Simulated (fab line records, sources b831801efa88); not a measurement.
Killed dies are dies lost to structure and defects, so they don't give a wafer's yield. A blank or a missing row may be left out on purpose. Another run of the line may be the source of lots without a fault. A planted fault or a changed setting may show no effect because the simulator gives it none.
Matching of chambers	flow sky130	rie diel-01 running SKY_POLY_GATE_ETCH_16: 4 sister chambers
The step etches Si3N4 in CH3F/O2, stops on poly-Si, time 147.5 s, target depth 75 nm. 4 wafers are shown with their chamber, then 7 later ones without.

WAFERS PAIRED WITH THEIR CHAMBERS
wafer	chamber	drypump motor current A (A)
L080.5	3	5.5
L084.6	0	5.8
L089.1	2	4.8
L089.2	1	5.6

WAFERS WHOSE CHAMBER IS MISSING
wafer	drypump motor current A (A)
L089.6	5.8
L091.1	5.8
L091.3	5.6
L091.4	4.8
L093.1	5.5
L093.3	5.7
L093.5	5.5

THE CHAMBER EACH PASSED THROUGH
wafer	from the rows above	in truth
L089.6	0	0
L091.1	0	0
L091.3	1	1
L091.4	2	2
L093.1	3	3
L093.3	can't be placed: 0 or 1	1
L093.5	3	3
Correctly placed: 6 of 7. Unplaceable from these rows: 1, with the true chamber sitting among the candidates in 1. Placed wrongly: 0.
How it was worked out, from the rows above alone: a wafer's distance from a chamber is the root of the sum, over the readings, of the square of ((its reading less the chamber's mean) divided by the reading's scatter). The wafer belongs to the nearest chamber; if the next one is less than 2 further off, it can't be placed. A chamber's mean is the mean of its shown wafers. The scatter: root of mean squared gap, hidden wafer to nearest shown wafer, with one shown wafer a chamber.
